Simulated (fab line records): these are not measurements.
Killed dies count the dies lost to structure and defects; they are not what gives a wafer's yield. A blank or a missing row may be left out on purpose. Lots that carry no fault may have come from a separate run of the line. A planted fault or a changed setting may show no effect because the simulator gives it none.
A struck lot beside a sound one + flow gf180mcu + 15 out of 602 route steps
Sound: wafers L484.4, L484.5, L484.6. Wafers struck: L494.2, L494.5, L494.6. At the end, the cause is stated.
Order at every step that has rows: each side's tool, ch and its chambers, its first start. Under that, the readings that differ: sound wafers + struck wafers + difference of the means + sigmas: that difference in standard deviations of wafers without a fault.
alike: readings whose means differ by less than 2 such deviations, and words and numbers that are the same on both sides. not compared: withheld readings, readings that some wafer has no value for, bounds like >300 that may hide the same value, and numbers for which the record gives no deviation and whose values overlap.
The two part at a step that has a row with sigmas, a row that says differs or no value, or rows on one side only. Numbers that have no deviation but don't overlap get no sigmas and don't part them. Lack of a reading on every wafer of one side parts them only where that side has two or more wafers.

first, 7 steps without rows for these wafers: GF_V3_HMDS_07 (prime time 60 s); GF_V3_COAT_08; GF_V3_COAT_09 (resist thk 1000 nm); GF_V3_SOFTBAKE_10 (time 60 s); GF_V3_EXPOSE_11 (exposes mask Via3, target cd 260 nm); GF_V3_PEB_12 (peb time 90 s); GF_V3_DEVELOP_13 (develop time 60 s).
GF_V3_CD_MEAS_14: the cd target is 260 nm.
  sound on cd-sem-01 at day 25 22:38; struck on cd-sem-01 at day 28 18:47
| reading    | sound             | struck            | difference | sigmas |
|------------|-------------------|-------------------|------------|--------|
| cd-nm (nm) | 257.9 258.7 257.8 | 261.8 261.8 262.0 | +3.7       | +3     |
GF_V3_OVL_MEAS_15:
  sound on overlay-02 at day 25 22:43; struck on overlay-02 at day 28 18:53
  alike: V3_OVL
GF_V3_ETCH_16: etches BARC in N2/H2.
  sound on rie-diel-03 ch 1,2, day 25 22:43; struck on rie-diel-03 ch 1,2, day 28 18:55
  alike: drypump-motor-current-A, oes-product-au, throttle-valve-pct
GF_V3_ETCH_17: etches SiO2 in C4F8/O2/Ar, stops on TiN, target depth 635 nm.
  sound: rie-diel-03 ch 1,2; struck: rie-diel-03 ch 1,2
  alike: oes-product-au
GF_V3_STRIP_18: strips in O2/N2.
  sound on plasma-asher-01 ch 0,1, day 25 22:53; struck on plasma-asher-01 ch 0,1, day 28 19:03
  alike: chamber-pressure-mTorr, drypump-motor-current-A, heater-power-w, oes-product-au
  not compared: rf-hours-counter-h
GF_V3_STRIP_19: strips in post etch residue remover, time 1200 s.
  sound on wet-bench-04 ch 2, day 25 22:57; struck on wet-bench-02 ch 1, day 28 19:09
  no value came back on the struck wafers for bath-guard-temp-C (C), bath-heat-duty-pct (%); on the sound wafers bath-guard-temp-C (C) reads 73.0 72.9 73.2
then, 1 step without rows for these wafers: GF_V3_CLEAN_20 (cleans in DIW).
-- the record jumps here: 6 days lie between the struck wafers' starts before and after (it left off in module V3 and takes up again in module PASSIVATION, whose first step shown is number 602 of the route) --
GF_PASSIVATION_PROBE_99:
  sound on prober-02 at day 32 01:13; struck on prober-02 at day 34 09:13
| reading                       | sound             | struck            | difference | sigmas |
|-------------------------------|-------------------|-------------------|------------|--------|
| model.etest.via3-chain.rc-ohm | 6.247 6.698 6.519 | 7.689 7.468 7.518 | +1.070     |        |

WHERE THEY PART
Last at GF_V3_STRIP_19 as far as this record goes, first at GF_V3_CD_MEAS_14.

WHY: whatever the simulator had introduced
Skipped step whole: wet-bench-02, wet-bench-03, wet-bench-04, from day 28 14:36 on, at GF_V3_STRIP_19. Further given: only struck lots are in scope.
